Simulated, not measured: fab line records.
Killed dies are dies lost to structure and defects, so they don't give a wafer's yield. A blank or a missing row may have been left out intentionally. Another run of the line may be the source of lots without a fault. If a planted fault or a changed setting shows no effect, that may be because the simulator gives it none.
fab line records	flow sky130
[record] lots = 10	wafers = 30	last-day = 50
route steps=708 shown LI_CONTACT@376 METAL1@434 METAL2@500 PAD_OPEN@708
lots that met no fault: taken from a fault-free run of the same line
start-h: hours from the record's opening day to when the first of the lot's shown wafers began	wait-h: hours from the lot's prior step to this one	" as in the row above	L1.1+2: a row that stands for several wafers	- either no value or no given start	* or withheld: withheld	< > ~ a bound
route shown NAME@n: names a module that has steps shown in the file, with the first one's number in the route	usual: average and standard deviation across the fault-free wafers	same: alike in all rows	chamber/n: place in a boat	sites: the reading at each site	_std_site: how widely they spread, as a standard deviation	_edge_site: outer sites' mean less inner sites'	radius-mm: for every site, how far away it sits from the centre of the wafer	mask NAME#n: copy n	behind: the last tool/chamber to shape the wafer	hold: cause of the lot's hold/its duration in hours/its outcome	device: the transistor (n, p or np) that didn't switch	end of line: the same wafers' tests at the end of the route	step lacking rows: just its recipe	killed: count of dies lost to structure and defects at first sort (not the wafer's yield)	map: a wafer's dies, marking killed ones x, the rest . and places with no die _
set.NAME: the setting the step ran with; set.NAME@STEP: the setting that earlier step ran with	model.NAME: the simulator's own value behind a step, which no gauge read
one table for each step of the route and one row for each wafer, over a sample of lots
services: a tool's chamber out of use, with start hour (start-h, from the record's first day; less than 0 if before it), hours out, and reason
[[steps]]
[step SKY_LI_CONTACT_ETCH_14]
[recipe] chemistry = N2/H2	target = BARC	ion-energy-ev = 200	source-w = 500	bias-w = 100	pressure-mtorr = 30	n2-flow-sccm = 100	h2-flow-sccm = 200	stop-on = SiO2	time-s = 45.9	target-depth-a = 600
[usual] drypump-motor-current-A = 5.8/0.48	h2-flow-sccm = 200.0/0.6	oes-product-au = 0.854/0.0042	throttle-valve-pct = 13.225/0.009
lot.wafer	tool	chamber	start-h	wait-h	drypump-motor-current-A	h2-flow-sccm	oes-product-au	rf-hours-counter-h	throttle-valve-pct
L614.1	rie-diel-01	3	688.72	0.0	6.4	200.0	0.853	2	13.226
L614.5	"	3	"	"	6.4	200.3	0.861	-	13.220
L614.6	"	2	"	"	6.2	199.7	0.853	-	13.210
L613.1	rie-diel-03	0	688.98	0.0	4.8	199.6	0.852	20	13.235
L613.4	"	1	"	"	5.7	200.2	0.856	8	13.223
L613.5	"	3	"	"	5.9	200.0	0.856	-	13.253
L615.1	rie-diel-01	3	700.65	0.0	6.4	200.9	0.856	2	13.237
L615.3	"	1	"	"	5.3	200.7	0.848	8	13.215
L615.5	"	0	"	"	6.2	200.1	0.852	-	13.236
L617.2	rie-diel-01	1	726.47	0.0	5.4	200.6	0.858	9	13.239
L617.4	"	0	"	"	6.3	199.2	0.855	21	13.222
L617.5	"	2	"	"	6.2	201.0	0.856	-	13.240
L618.1	rie-diel-02	1	729.79	0.0	5.2	200.2	0.852	3	13.228
L618.3	"	3	"	"	6.1	198.7	0.853	0	13.234
L618.5	"	1	"	"	5.2	199.7	0.856	-	13.242
L628.1	rie-diel-02	0	804.80	0.0	6.0	200.2	0.847	1	13.226
L628.2	"	2	"	"	5.9	200.1	0.855	19	13.228
L628.5	"	2	"	"	5.9	200.2	0.848	-	13.224
L629.1	rie-diel-01	1	812.89	0.0	5.4	199.0	0.852	10	13.229
L629.4	"	2	"	"	6.2	199.8	0.860	5	13.222
L629.6	"	3	"	"	6.4	200.1	0.847	-	13.231
L630.1	rie-diel-03	0	817.27	0.0	4.8	199.9	0.854	25	13.205
L630.5	"	0	"	"	4.8	199.7	0.852	-	13.221
L630.6	"	1	"	"	5.7	200.1	0.859	-	13.220
L631.2	rie-diel-01	2	822.89	0.0	6.2	199.2	0.856	6	13.236
L631.4	"	1	"	"	5.3	199.8	0.861	11	13.218
L631.5	"	2	"	"	6.2	200.1	0.846	-	13.212
L633.4	rie-diel-02	3	840.87	0.0	6.1	198.8	0.854	-	13.222
L633.5	"	2	"	"	5.9	200.1	0.856	-	13.205
L633.6	"	0	"	"	6.0	201.1	0.853	-	13.241
[step SKY_LI_CONTACT_SPUTTER_20]
[recipe] material = TiN	target-thk-nm = 20	chamber-pressure-pa = 5	power-w = 4000	time-s = 80
[usual] cathode-dc-power-W = 4000.0/0.7	throttle-valve-pct = 29.9/0.88
lot.wafer	tool	chamber	start-h	wait-h	cathode-dc-power-W	throttle-valve-pct
L614.1	pvd-sputter-01	-	689.22	0.0	3999.2	28.8
L614.5	"	-	"	"	3999.8	29.1
L614.6	"	-	"	"	3999.1	29.9
L613.1	pvd-sputter-01	-	689.50	0.0	4000.1	29.2
L613.4	"	-	"	"	4000.5	30.0
L613.5	"	-	"	"	4000.1	29.4
L615.1	pvd-sputter-02	-	701.15	0.0	4000.2	29.5
L615.3	"	-	"	"	3999.3	31.5
L615.5	"	-	"	"	3999.5	30.6
L617.2	pvd-sputter-04	-	726.97	0.0	3999.4	29.6
L617.4	"	-	"	"	4000.1	30.3
L617.5	"	-	"	"	4000.0	29.5
L618.1	pvd-sputter-01	-	730.30	0.0	4000.5	29.8
L618.3	"	-	"	"	4001.0	29.1
L618.5	"	-	"	"	4000.4	31.1
L628.1	pvd-sputter-04	-	805.30	0.0	3998.4	29.1
L628.2	"	-	"	"	4001.3	30.4
L628.5	"	-	"	"	4000.1	29.1
L629.1	pvd-sputter-04	-	813.39	0.0	3999.3	29.3
L629.4	"	-	"	"	3999.3	30.3
L629.6	"	-	"	"	4000.5	29.1
L630.1	pvd-sputter-01	-	817.79	0.0	4000.9	29.9
L630.5	"	-	"	"	3999.8	29.3
L630.6	"	-	"	"	4000.1	31.1
L631.2	pvd-sputter-01	-	823.40	0.0	4000.3	31.3
L631.4	"	-	"	"	4000.2	29.1
L631.5	"	-	"	"	3999.9	29.8
L633.4	pvd-sputter-01	-	841.35	0.0	3998.8	29.1
L633.5	"	-	"	"	4000.1	29.2
L633.6	"	-	"	"	4001.1	31.5
[step SKY_METAL1_SPUTTER_00]
[recipe] material = Ti	target-thk-nm = 15	power-w = 3000	time-s = 10	chamber-pressure-pa = 0.4
[usual] cathode-dc-power-W = 3000.0/0.53	throttle-valve-pct = 30.1/0.9
lot.wafer	tool	chamber	start-h	wait-h	cathode-dc-power-W	throttle-valve-pct
L614.1	pvd-sputter-02	-	748.95	0.2	2998.8	31.0
L614.5	"	-	"	"	3000.6	30.8
L614.6	"	-	"	"	2999.8	31.6
L613.1	pvd-sputter-04	-	749.55	0.2	2999.6	29.1
L613.4	"	-	"	"	3000.8	30.3
L613.5	"	-	"	"	3000.3	30.2
L615.1	pvd-sputter-03	-	760.46	0.2	2999.9	30.4
L615.3	"	-	"	"	2999.2	30.0
L615.5	"	-	"	"	2999.6	30.3
L617.2	pvd-sputter-03	-	784.44	0.1	2999.8	30.3
L617.4	"	-	"	"	3000.3	31.2
L617.5	"	-	"	"	2999.9	30.4
L618.1	pvd-sputter-04	-	788.00	0.1	3000.5	29.3
L618.3	"	-	"	"	2999.8	29.3
L618.5	"	-	"	"	2999.9	28.6
L628.1	pvd-sputter-02	-	862.52	0.2	2999.9	31.0
L628.2	"	-	"	"	3000.6	31.5
L628.5	"	-	"	"	3000.7	31.5
L629.1	pvd-sputter-04	-	869.39	0.1	3000.2	29.1
L629.4	"	-	"	"	3000.7	28.5
L629.6	"	-	"	"	2999.9	29.4
L630.1	pvd-sputter-03	-	874.09	0.1	3000.7	31.4
L630.5	"	-	"	"	3000.2	30.3
L630.6	"	-	"	"	3000.5	30.1
L631.2	pvd-sputter-04	-	879.86	0.1	3000.6	29.5
L631.4	"	-	"	"	2999.5	28.6
L631.5	"	-	"	"	2998.9	30.5
L633.4	pvd-sputter-03	-	897.70	0.1	2999.9	30.3
L633.5	"	-	"	"	2999.8	30.4
L633.6	"	-	"	"	2999.7	31.5
[step SKY_METAL1_METAL_ETCH_19]
[recipe] target-depth-a = 3600	stop-on = SiO2	over-etch-frac = 0.3	time-s = 78	chemistry = Cl2/BCl3	resist-sidewall-deg = 88	pressure-mtorr = 10	icp-w = 900	bias-w = 48.5	Cl2_flow_sccm = 60	bcl3-flow-sccm = 30
[usual] drypump-motor-current-A = 5.6/0.37	mfc-cl2-sccm = 60.01/0.18	oes-product-au = 0.854/0.0054	throttle-valve-pct = 22.264/0.0082
lot.wafer	tool	chamber	start-h	wait-h	drypump-motor-current-A	mfc-cl2-sccm	oes-product-au	rf-hours-counter-h	throttle-valve-pct
L614.1	rie-metal-04	0	775.87	0.0	6.2	59.83	0.858	5	22.263
L614.5	"	1	"	"	5.3	59.87	0.858	-	22.260
L614.6	"	0	"	"	6.2	59.81	0.855	-	22.258
L613.1	rie-metal-04	1	777.22	0.0	5.3	59.96	0.850	9	22.278
L613.4	"	0	"	"	6.1	60.31	0.854	-	22.267
L613.5	"	1	"	"	5.3	59.75	0.860	-	22.263
L615.1	rie-metal-03	1	788.27	0.0	5.4	59.85	0.853	16	22.265
L615.3	"	1	"	"	5.3	60.04	0.855	-	22.255
L615.5	"	1	"	"	5.4	60.27	0.855	-	22.254
L617.2	rie-metal-04	1	810.82	0.0	5.3	60.06	0.848	10	22.258
L617.4	"	0	"	"	6.1	60.27	0.863	-	22.257
L617.5	"	0	"	"	6.1	60.08	0.851	-	22.262
L618.1	rie-metal-02	0	814.47	0.0	5.1	60.12	0.856	2	22.264
L618.3	"	1	"	"	5.4	60.15	0.864	-	22.266
L618.5	"	1	"	"	5.4	59.96	0.850	-	22.273
L628.1	rie-metal-04	0	888.62	0.0	6.2	59.76	0.858	10	22.264
L628.2	"	1	"	"	5.3	60.26	0.872	14	22.259
L628.5	"	1	"	"	5.3	60.42	0.857	-	22.276
L629.1	rie-metal-04	0	895.17	0.0	6.2	59.84	0.852	10	22.251
L629.4	"	0	"	"	6.2	60.30	0.857	-	22.265
L629.6	"	0	"	"	6.2	59.88	0.846	-	22.268
L630.1	rie-metal-04	1	899.95	0.0	5.3	59.70	0.848	14	22.270
L630.5	"	0	"	"	6.2	60.12	0.854	-	22.264
L630.6	"	1	"	"	5.3	59.68	0.852	-	22.256
L631.2	rie-metal-03	0	905.52	0.0	5.7	60.08	0.853	7	22.270
L631.4	"	0	"	"	5.6	60.03	0.866	-	22.264
L631.5	"	1	"	"	5.4	59.78	0.855	-	22.271
L633.4	rie-metal-02	0	924.00	0.1	5.0	60.00	0.852	-	22.254
L633.5	"	0	"	"	5.0	60.03	0.864	-	22.264
L633.6	"	1	"	"	5.4	59.72	0.847	-	22.253
[step SKY_METAL2_DESCUM_17]
[recipe] chemistry = O2	source-power-w = 150	bias-power-w = 0	pressure-mtorr = 10	temp-c = 40	time-s = 8
[usual] drypump-motor-current-A = 5.8/0.5	oes-product-au = 0.999/0.0073
lot.wafer	tool	chamber	start-h	wait-h	drypump-motor-current-A	oes-product-au	rf-hours-counter-h
L614.1	rie-metal-01	1	831.65	0.0	6.5	0.998	15
L614.5	"	0	"	"	5.7	1.005	-
L614.6	"	1	"	"	6.5	0.999	-
L613.1	rie-metal-04	0	833.84	0.0	6.2	0.996	7
L613.4	"	1	"	"	5.3	0.998	-
L613.5	"	1	"	"	5.3	0.997	-
L615.1	rie-metal-01	1	843.93	0.0	6.6	0.988	16
L615.3	"	1	"	"	6.5	0.985	-
L615.5	"	1	"	"	6.5	1.000	-
L617.2	rie-metal-01	1	865.75	0.0	6.5	0.990	16
L617.4	"	1	"	"	6.5	0.985	-
L617.5	"	0	"	"	5.7	0.999	-
L618.1	rie-metal-01	1	870.59	0.0	6.5	0.986	17
L618.3	"	0	"	"	5.7	0.995	-
L618.5	"	0	"	"	5.7	1.005	-
L628.1	rie-metal-04	1	941.94	0.0	5.3	1.000	16
L628.2	"	0	"	"	6.1	0.993	12
L628.5	"	1	"	"	5.3	1.003	-
L629.1	rie-metal-04	1	948.29	0.0	5.3	1.006	16
L629.4	"	1	"	"	5.3	1.006	-
L629.6	"	0	"	"	6.2	0.999	-
L630.1	rie-metal-04	0	953.15	0.0	6.2	0.991	12
L630.5	"	1	"	"	5.3	1.008	-
L630.6	"	0	"	"	6.1	0.992	-
L631.2	rie-metal-02	1	957.25	0.0	5.4	1.004	4
L631.4	"	1	"	"	5.4	1.003	-
L631.5	"	0	"	"	5.0	1.000	-
L633.4	rie-metal-01	1	975.95	0.0	6.5	0.977	-
L633.5	"	0	"	"	5.7	1.001	-
L633.6	"	1	"	"	6.5	0.990	-
[step SKY_PAD_OPEN_PROBE_99]
[usual] defect-limited-yield = 82.8/2	killed_at_M0_to_M3 = 42/7.3	killed_at_M4_up = 3.2/1.8	killed-at-contacts = 25/5.2	killed-at-front-end = 15/4.6	killed-at-other = 0.3/0.62	killed-dies = 85/9.9	killed-open = 46/7.1	killed-short = 38/5.7	sort_bin_3_pad_short = 0.9/0.42	sort_bin_5_function = 10.0/1.5	sort_bin_6_memory = 6.3/1.2	sort-n-pass = 407/9.9	sort-yield-pct = 82.8/2
[same] gross-dies = 492	killed-at-back-side = 0	sort_bin_4_leakage[%] = 0	sort_bin_8_speed[%] = 0
lot.wafer	tool	chamber	start-h	wait-h	defect-limited-yield[%]	killed_at_M0_to_M3	killed_at_M4_up	killed-at-contacts	killed-at-front-end	killed-at-other	killed-dies	killed-open	killed-short	sort_bin_3_pad_short[%]	sort_bin_5_function[%]	sort_bin_6_memory[%]	sort-n-pass	sort-yield-pct[%]
L628.1	prober-02	-	1168.72	0.1	86.0	42	1	12	14	0	69	40	29	0.2	10.0	3.9	423	86.0
L628.2	prober-02	-	1168.77	0.1	81.7	46	4	27	13	0	90	55	35	1.0	11.8	5.5	402	81.7
L628.5	prober-02	-	1168.92	0.2	81.5	44	4	27	16	0	91	51	40	1.2	10.4	6.9	401	81.5
L630.5	prober-02	-	1177.27	0.2	84.6	36	2	19	19	0	76	37	39	1.0	9.3	5.1	416	84.6
// killed by level:class
L628.1 VIA1:geometric-particle:open=13 FIELD_ISO:geometric-particle:short=6 VIA3:geometric-particle:open=6 CONTACT:geometric-particle:open=5 METAL1:geometric-particle:short=5 VIA3:geometric-particle:short=5 FIELD_ISO:geometric-particle:open=4 VIA2:geometric-particle:open=4
L628.2 CONTACT:geometric-particle:open=13 VIA1:geometric-particle:open=10 VIA3:geometric-particle:open=9 METAL1:geometric-particle:short=7 LI_CONTACT:geometric-particle:open=5 LOCAL_INTERCONNECT:geometric-particle:short=4 CONTACT:geometric-particle:short=4 VIA2:geometric-particle:open=4
L628.5 CONTACT:geometric-particle:open=12 VIA1:geometric-particle:open=9 CONTACT:geometric-particle:short=8 VIA3:geometric-particle:open=8 FIELD_ISO:geometric-particle:open=7 VIA2:geometric-particle:open=7 METAL1:geometric-particle:short=6 METAL2:geometric-particle:short=5
L630.5 CONTACT:geometric-particle:open=7 METAL1:geometric-particle:short=7 METAL2:geometric-particle:short=7 VIA2:geometric-particle:open=7 FIELD_ISO:geometric-particle:short=5 POLY_GATE:geometric-particle:open=5 LI_CONTACT:geometric-particle:open=5 VIA1:geometric-particle:open=5
[[services]]
tool	chamber	start-h	hours	kind
rie-metal-01	-	673.39	2.8	pm
rie-metal-04	-	674.23	0.7	repair
pvd-sputter-02	-	687.60	7.4	repair
pvd-sputter-04	-	689.33	4.9	repair
pvd-sputter-04	-	691.95	5.0	repair
pvd-sputter-01	-	713.10	1.4	repair
rie-metal-04	0	721.42	1.3	repair
pvd-sputter-02	-	724.68	2.8	repair
rie-metal-01	-	725.68	14.6	pm
rie-diel-02	1	779.88	11.5	repair
rie-metal-02	-	786.34	2.5	repair
rie-diel-01	-	789.52	0.8	repair
rie-metal-02	-	791.23	1.2	repair
rie-diel-01	-	791.56	14.6	pm
pvd-sputter-02	-	809.17	0.7	repair
rie-diel-02	1	813.81	6.2	repair
rie-diel-02	1	838.07	10.5	repair
rie-diel-01	0	838.88	2.8	repair
rie-diel-01	3	898.44	33.1	repair
pvd-sputter-01	-	910.63	2.9	repair
pvd-sputter-01	-	912.49	22.8	repair
rie-diel-01	2	936.08	7.8	repair
rie-diel-01	2	966.85	1.8	repair
pvd-sputter-03	-	967.12	17.7	repair
[[key]]
[first-sign] step = SKY_METAL1_METAL_ETCH_19	reading = oes-product-au	direction = up	sigmas = 3.4	usual = 0.854	struck = 0.872
effect none on later readings
met-at SKY_METAL1_SPUTTER_00
struck-lots L628
struck-wafers L628.2
not-acting-at SKY_LI_CONTACT_ETCH_14,SKY_LI_CONTACT_SPUTTER_20,SKY_METAL2_DESCUM_17
onset-between 748.95 862.52
[fault] kind = process-parameter-drift	tool = pvd-sputter-02	chamber = -	onset-h = 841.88	steps = SKY_METAL1_SPUTTER_00	channel = target-thk-nm	offset = -6.8773	shape = step	end-h = 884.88	scope = struck-wafers-only	acts-in = these-recipes-only	stated = 15
